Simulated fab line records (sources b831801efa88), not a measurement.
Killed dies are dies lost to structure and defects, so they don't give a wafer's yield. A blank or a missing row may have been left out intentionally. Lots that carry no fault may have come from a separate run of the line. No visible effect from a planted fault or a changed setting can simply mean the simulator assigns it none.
Which of the tools did it? / flow sky130 / 39 wafers from 13 lots sampled at 5 of the route's 708 steps

== WHAT THE GAUGES READ, wafer by wafer ==
SKY_NWELL_OVL_MEAS_10.
lot=L111; measured=day 4 15:40; on=overlay-02; NWELL_00_OVL (nm)=0.1 0.8 0.2
lot=L112; measured=day 4 17:31; on=overlay-01; NWELL_00_OVL (nm)=-1.8 -2.7 -1.4
lot=L115; measured=day 5 14:35; on=overlay-02; NWELL_00_OVL (nm)=0.5 0.6 0.3
lot=L116; measured=day 5 20:40; on=overlay-02; NWELL_00_OVL (nm)=-1.0 -1.6 -2.4
lot=L120; measured=day 6 16:22; on=overlay-02; NWELL_00_OVL (nm)=-1.4 -2.6 -2.2
lot=L123; measured=day 7 08:40; on=overlay-01; NWELL_00_OVL (nm)=2.0 2.1 3.3
lot=L124; measured=day 8 04:16; on=overlay-02; NWELL_00_OVL (nm)=0.3 1.3 0.7
lot=L125; measured=day 8 04:31; on=overlay-01; NWELL_00_OVL (nm)=1.5 0.9 1.4
lot=L126; measured=day 8 10:25; on=overlay-01; NWELL_00_OVL (nm)=0.9 0.8 1.1
lot=L128; measured=day 8 18:25; on=overlay-02; NWELL_00_OVL (nm)=0.8 -0.7 0.9
lot=L129; measured=day 8 22:37; on=overlay-02; NWELL_00_OVL (nm)=-0.4 -0.8 -0.3
lot=L130; measured=day 9 01:32; on=overlay-02; NWELL_00_OVL (nm)=0.1 -0.8 -1.6
lot=L133; measured=day 10 01:37; on=overlay-02; NWELL_00_OVL (nm)=2.1 1.0 2.3

SKY_VT_ADJUST_LVTN_TW_MEAS_21.
lot=L111; measured=day 7 18:12; on=film-metro-03; VT_ADJUST_LVTN_2_TW=182.6 183.8 184.6
lot=L112; measured=day 7 21:22; on=film-metro-04; VT_ADJUST_LVTN_2_TW=190.1 189.6 190.9
lot=L115; measured=day 8 21:04; on=film-metro-03; VT_ADJUST_LVTN_2_TW=183.8 183.8 183.4
lot=L116; measured=day 9 04:45; on=film-metro-01; VT_ADJUST_LVTN_2_TW=188.2 187.3 187.9
lot=L120; measured=day 10 06:04; on=film-metro-01; VT_ADJUST_LVTN_2_TW=188.3 188.2 187.8
lot=L123; measured=day 11 00:51; on=film-metro-04; VT_ADJUST_LVTN_2_TW=188.8 190.3 189.5
lot=L124; measured=day 11 22:14; on=film-metro-03; VT_ADJUST_LVTN_2_TW=183.7 183.2 184.6
lot=L125; measured=day 11 22:46; on=film-metro-03; VT_ADJUST_LVTN_2_TW=183.9 183.9 183.0
lot=L126; measured=day 12 06:27; on=film-metro-01; VT_ADJUST_LVTN_2_TW=186.5 187.1 187.2
lot=L128; measured=day 12 15:47; on=film-metro-04; VT_ADJUST_LVTN_2_TW=190.1 190.6 189.7
lot=L129; measured=day 12 19:40; on=film-metro-04; VT_ADJUST_LVTN_2_TW=190.8 190.7 190.7
lot=L130; measured=day 13 00:46; on=film-metro-03; VT_ADJUST_LVTN_2_TW=184.5 185.8 184.5
lot=L133; measured=day 14 04:27; on=film-metro-04; VT_ADJUST_LVTN_2_TW=190.7 190.1 189.9

SKY_VT_ADJUST_NCORE_CD_MEAS_07: the cd target is 380 nm.
lot=L111; measured=day 8 13:46; on=cd-sem-02; cd-nm (nm)=379.4 380.3 381.3
lot=L112; measured=day 8 18:10; on=cd-sem-02; cd-nm (nm)=383.0 380.9 383.0
lot=L115; measured=day 9 18:40; on=cd-sem-01; cd-nm (nm)=356.5 379.4 379.9
lot=L116; measured=day 10 02:13; on=cd-sem-02; cd-nm (nm)=380.9 358.1 380.0
lot=L120; measured=day 11 04:41; on=cd-sem-01; cd-nm (nm)=379.0 379.5 380.3
lot=L123; measured=day 12 00:41; on=cd-sem-02; cd-nm (nm)=380.0 381.0 382.2
lot=L124; measured=day 12 22:43; on=cd-sem-02; cd-nm (nm)=379.5 380.1 380.0
lot=L125; measured=day 12 23:31; on=cd-sem-01; cd-nm (nm)=378.2 380.1 379.1
lot=L126; measured=day 13 07:25; on=cd-sem-02; cd-nm (nm)=377.2 378.6 379.7
lot=L128; measured=day 13 16:04; on=cd-sem-02; cd-nm (nm)=380.1 381.1 380.0
lot=L129; measured=day 13 21:23; on=cd-sem-02; cd-nm (nm)=383.3 381.3 383.3
lot=L130; measured=day 14 02:08; on=cd-sem-01; cd-nm (nm)=378.9 380.5 379.9
lot=L133; measured=day 15 06:46; on=cd-sem-01; cd-nm (nm)=378.5 377.9 376.9

SKY_VT_ADJUST_HVTR_OVL_MEAS_08.
lot=L111; measured=day 9 10:56; on=overlay-02; VT_ADJUST_HVTR_OVL (nm)=-0.9 -0.8 0.0
lot=L112; measured=day 9 15:35; on=overlay-02; VT_ADJUST_HVTR_OVL (nm)=-0.6 1.2 0.3
lot=L115; measured=day 10 17:39; on=overlay-01; VT_ADJUST_HVTR_OVL (nm)=0.4 0.0 -0.3
lot=L116; measured=day 11 00:50; on=overlay-01; VT_ADJUST_HVTR_OVL (nm)=0.8 1.9 0.7
lot=L120; measured=day 12 05:30; on=overlay-01; VT_ADJUST_HVTR_OVL (nm)=-0.8 1.2 0.0
lot=L123; measured=day 13 01:32; on=overlay-01; VT_ADJUST_HVTR_OVL (nm)=3.3 1.2 2.2
lot=L124; measured=day 14 00:35; on=overlay-02; VT_ADJUST_HVTR_OVL (nm)=0.3 0.8 0.5
lot=L125; measured=day 14 01:20; on=overlay-01; VT_ADJUST_HVTR_OVL (nm)=0.2 0.5 0.3
lot=L126; measured=day 14 09:47; on=overlay-01; VT_ADJUST_HVTR_OVL (nm)=-0.6 -0.5 -0.1
lot=L128; measured=day 14 18:20; on=overlay-01; VT_ADJUST_HVTR_OVL (nm)=-0.3 -1.0 0.9
lot=L129; measured=day 15 00:26; on=overlay-02; VT_ADJUST_HVTR_OVL (nm)=2.8 1.5 0.9
lot=L130; measured=day 15 05:12; on=overlay-02; VT_ADJUST_HVTR_OVL (nm)=-1.6 0.1 -0.8
lot=L133; measured=day 16 10:17; on=overlay-01; VT_ADJUST_HVTR_OVL (nm)=0.5 1.4 0.8

== WHICH TOOL RAN EACH LOT (tool, then ch and the chambers of the sampled wafers, then the start) ==
lot=L111; SKY_VT_ADJUST_NCORE_EXPOSE_04=iline-stepper-01 ch 0, day 8 04:17
lot=L112; SKY_VT_ADJUST_NCORE_EXPOSE_04=iline-stepper-02 ch 0, day 8 07:02
lot=L115; SKY_VT_ADJUST_NCORE_EXPOSE_04=iline-stepper-01 ch 0, day 9 07:31
lot=L116; SKY_VT_ADJUST_NCORE_EXPOSE_04=iline-stepper-01 ch 0, day 9 15:37
lot=L120; SKY_VT_ADJUST_NCORE_EXPOSE_04=iline-stepper-02 ch 0, day 10 17:23
lot=L123; SKY_VT_ADJUST_NCORE_EXPOSE_04=iline-stepper-02 ch 0, day 11 13:09
lot=L124; SKY_VT_ADJUST_NCORE_EXPOSE_04=iline-stepper-02 ch 0, day 12 10:04
lot=L125; SKY_VT_ADJUST_NCORE_EXPOSE_04=iline-stepper-01 ch 0, day 12 10:50
lot=L126; SKY_VT_ADJUST_NCORE_EXPOSE_04=iline-stepper-02 ch 0, day 12 19:11
lot=L128; SKY_VT_ADJUST_NCORE_EXPOSE_04=iline-stepper-02 ch 0, day 13 03:55
lot=L129; SKY_VT_ADJUST_NCORE_EXPOSE_04=iline-stepper-01 ch 0, day 13 08:04
lot=L130; SKY_VT_ADJUST_NCORE_EXPOSE_04=iline-stepper-02 ch 0, day 13 13:28
lot=L133; SKY_VT_ADJUST_NCORE_EXPOSE_04=iline-stepper-02 ch 0, day 14 17:49
- SKY_VT_ADJUST_NCORE_EXPOSE_04: exposes mask LVTN COMPLEMENT THIN, target cd 380 nm.

== WHAT THE TOOLS THEMSELVES READ (means of the sampled wafers that have a number; where no wafer has one, the mark that the record gives instead) ==
SKY_VT_ADJUST_NCORE_EXPOSE_04.
lot=L111; tool=iline-stepper-01; stage-vel-mm-s (mm/s)=499.99
lot=L112; tool=iline-stepper-02; stage-vel-mm-s (mm/s)=499.88
lot=L115; tool=iline-stepper-01; stage-vel-mm-s (mm/s)=499.77
lot=L116; tool=iline-stepper-01; stage-vel-mm-s (mm/s)=500.24
lot=L120; tool=iline-stepper-02; stage-vel-mm-s (mm/s)=500.01
lot=L123; tool=iline-stepper-02; stage-vel-mm-s (mm/s)=499.86
lot=L124; tool=iline-stepper-02; stage-vel-mm-s (mm/s)=500.26
lot=L125; tool=iline-stepper-01; stage-vel-mm-s (mm/s)=499.99
lot=L126; tool=iline-stepper-02; stage-vel-mm-s (mm/s)=499.71
lot=L128; tool=iline-stepper-02; stage-vel-mm-s (mm/s)=500.18
lot=L129; tool=iline-stepper-01; stage-vel-mm-s (mm/s)=499.89
lot=L130; tool=iline-stepper-02; stage-vel-mm-s (mm/s)=499.80
lot=L133; tool=iline-stepper-02; stage-vel-mm-s (mm/s)=499.70

== THE ANSWER, worked out from the rows above alone ==
Rule: the usual values come from the lots themselves. Put in order of their means at a reading, lots are off if they are a third of the lots or fewer, leave a main group of 4 or more, and stand apart from it by a gap of 3 or more times the standard deviation of the main group's means; of several such gaps the widest counts. Not used: any main group whose means are identical at the precision the tables above print for the reading. Also off: a lot with no number at a reading for which 4 or more lots have one. All remaining lots with rows at the step are treated as sound. Order of review: gauges by route order, followed by the tools' own readings, for which a lot's mean as printed above is used. At the first step where some lot is off, the reading lying furthest off is the one used; lots without a number count as furthest.
Off: L115, L116, at SKY_VT_ADJUST_NCORE_CD_MEAS_07 (cd-nm). The main group has a mean of 380.1 nm with a standard deviation of 1.4.
If a tool, at a process step before that reading, ran all the lots that are off and no sound lot after the first of them, it fits. Those tools and the gauges at SKY_VT_ADJUST_NCORE_CD_MEAS_07 are tried in the same way. None of those tried fits.

== WHAT THE SIMULATOR PUT IN ==
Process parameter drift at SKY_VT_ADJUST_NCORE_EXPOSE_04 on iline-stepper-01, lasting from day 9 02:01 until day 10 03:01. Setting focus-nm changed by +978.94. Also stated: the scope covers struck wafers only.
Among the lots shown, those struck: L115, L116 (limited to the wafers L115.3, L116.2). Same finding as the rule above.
